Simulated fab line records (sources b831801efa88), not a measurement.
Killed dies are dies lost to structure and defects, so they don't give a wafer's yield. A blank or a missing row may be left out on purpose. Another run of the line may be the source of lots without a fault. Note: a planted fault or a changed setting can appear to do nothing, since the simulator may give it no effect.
Matching of chambers :: flow gf180mcu :: 3 sister chambers for GF_V4_CVD_00 on hdpcvd-02
The step deposits SiO2, target thk 600 nm, time 100 s. 3 wafers are shown with their chamber, then 7 later ones without.

WAFERS, EACH WITH ITS CHAMBER
wafer: L210.2
chamber: 1
sih4 flow sccm (sccm): 60.02

wafer: L211.3
chamber: 0
sih4 flow sccm (sccm): 60.03

wafer: L211.4
chamber: 2
sih4 flow sccm (sccm): 60.27

WAFERS WITH NO CHAMBER GIVEN
wafer: L211.6
sih4 flow sccm (sccm): 60.18

wafer: L213.2
sih4 flow sccm (sccm): 59.85

wafer: L213.5
sih4 flow sccm (sccm): 60.25

wafer: L213.6
sih4 flow sccm (sccm): 60.16

wafer: L214.2
sih4 flow sccm (sccm): 60.01

wafer: L214.4
sih4 flow sccm (sccm): 60.07

wafer: L214.5
sih4 flow sccm (sccm): 59.98

WHICH CHAMBER EACH WENT THROUGH
wafer: L211.6
from the rows above: can't be placed: 2 or 0 or 1
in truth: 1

wafer: L213.2
from the rows above: can't be placed: 1 or 0
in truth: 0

wafer: L213.5
from the rows above: 2
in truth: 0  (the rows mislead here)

wafer: L213.6
from the rows above: can't be placed: 2 or 0 or 1
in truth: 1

wafer: L214.2
from the rows above: can't be placed: 1 or 0
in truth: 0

wafer: L214.4
from the rows above: can't be placed: 0 or 1 or 2
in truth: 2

wafer: L214.5
from the rows above: can't be placed: 1 or 0
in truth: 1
Correctly placed: 0 of 7. These rows do not allow placing 6 (true chamber among the candidates in 6). Placed wrongly: 1.
How it was worked out, from the rows above alone: a wafer's distance from a chamber is the root of the sum, over the readings, of the square of ((its reading less the chamber's mean) divided by the reading's scatter). If the next closest chamber is less than 2 further off than the closest, the wafer can't be placed; otherwise it belongs to the closest. Each chamber's mean is taken over the wafers shown for it. The scatter (one wafer shown for each chamber): square how far every hidden wafer sits from the nearest shown wafer, average those squares and take the square root.
